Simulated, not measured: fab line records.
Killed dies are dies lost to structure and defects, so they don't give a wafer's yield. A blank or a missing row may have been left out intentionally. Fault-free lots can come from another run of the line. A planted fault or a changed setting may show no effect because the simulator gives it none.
8D (eight disciplines) problem report, filled in by code -- flow gf180mcu -- the parts of the form that need people (team, actions taken, sign-off) are left out

1. PROBLEM STATEMENT
Mean V1_W_RS at GF_V1_RS_MEAS_24: 0.231 ohm/sq over 3 wafers in 3 lots; fault-free wafers: 0.328 ohm/sq, standard deviation 0.004. That puts it -24 standard deviations away from the usual mean.
The step: measures by four-point-probe.
Seen first at day 23 04:13 on film_metro-02, wafer L556.3. Wafers with a number at this step in the record: 32, from 11 lots. Rule for "out" (also "out of limits"): further than 4 standard deviations from the usual mean. The other wafers with a number count as sound.

2. WHAT IT IS, WHAT IT ISN'T
question,is,is not
which readings at this step,V1_W_RS,-
which lots,"L556, L557, L560","L544, L546, L550, L551, L553, L561, L563, L564"
which wafers of those lots,"L556.3, L557.2, L560.3","L556.1, L556.6, L557.5, L560.4, L560.5"
read on which gauges,"film_metro-02, film_metro-03, film_metro-04",-
when,from day 23 04:13,"up to then (17 sound wafers); but 12 sound wafers of L557, L560, L561, L563, L564 came after"

3. SUSPECTS, AND WHAT RULES EACH OUT
Counting: any tool at a process step up to the reading remains a suspect provided it ran every lot that is out. Sound lots after the first of them don't rule it out here, since some wafers of a struck lot are sound.
- ruled out: the gauge at GF_V1_RS_MEAS_24. The wafers that are out were read on 3 gauges (film_metro-02, film_metro-03, film_metro-04).
- cvd_w-01 at GF_V1_CVD_23 (deposits W, target thk 350 nm, time 105.05 s): kept. It processed each lot that is out (first: L556, day 23 04:06); up to then, its last sound lot is L553 (day 22 08:37).
After counting, what remains is cvd_w-01 at GF_V1_CVD_23.

4. THE CAUSE (what the simulator had put in)
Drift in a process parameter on cvd_w-01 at GF_V1_CVD_23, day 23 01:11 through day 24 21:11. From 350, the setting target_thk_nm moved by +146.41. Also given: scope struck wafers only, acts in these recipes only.
The count eliminated every tool but this one.

5. SEQUENCE OF EFFECTS, ordered by route
One row per reading whose mean, taken over the struck wafers that have a number, lies over 3 standard deviations from the usual. Scope: only readings with a usual standard deviation given in the record; hours: median across lots of the time from each lot's start at the first step in this table that gives one to its start at this step; sigmas: change in usual standard deviations.
hours,step,reading,usual,on struck wafers,change,sigmas
0,GF_V1_RS_MEAS_24,V1_W_RS,0.328 ohm/sq,0.231,-0.097,-24
0,GF_V1_THK_MEAS_25,V1_W_THK,344 nm,485,+141,+27
0,GF_V1_CMP_26,time_to_endpoint_s,84.5 s,120.3,+35.8,+13
Its process steps:
- GF_V1_CMP_26: polishes, stops on SiO2, t overpolish 15 s, target thk 0 nm.

6. WHAT WOULD HAVE CAUGHT IT SOONER
3 hours passed between the start of the fault at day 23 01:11 and the first reading out of limits at a measuring or inspecting step in this record, taken at day 23 04:13.
No tool reading at GF_V1_CVD_23 that has a usual standard deviation in the record was out on any struck wafer, so an alarm limit of 4 standard deviations on those readings would not have fired.
Lots out: 3; of these, L557, L560 started GF_V1_CVD_23 on cvd_w-01 after day 23 04:13. A hold on the tool at that time would have spared those 2.
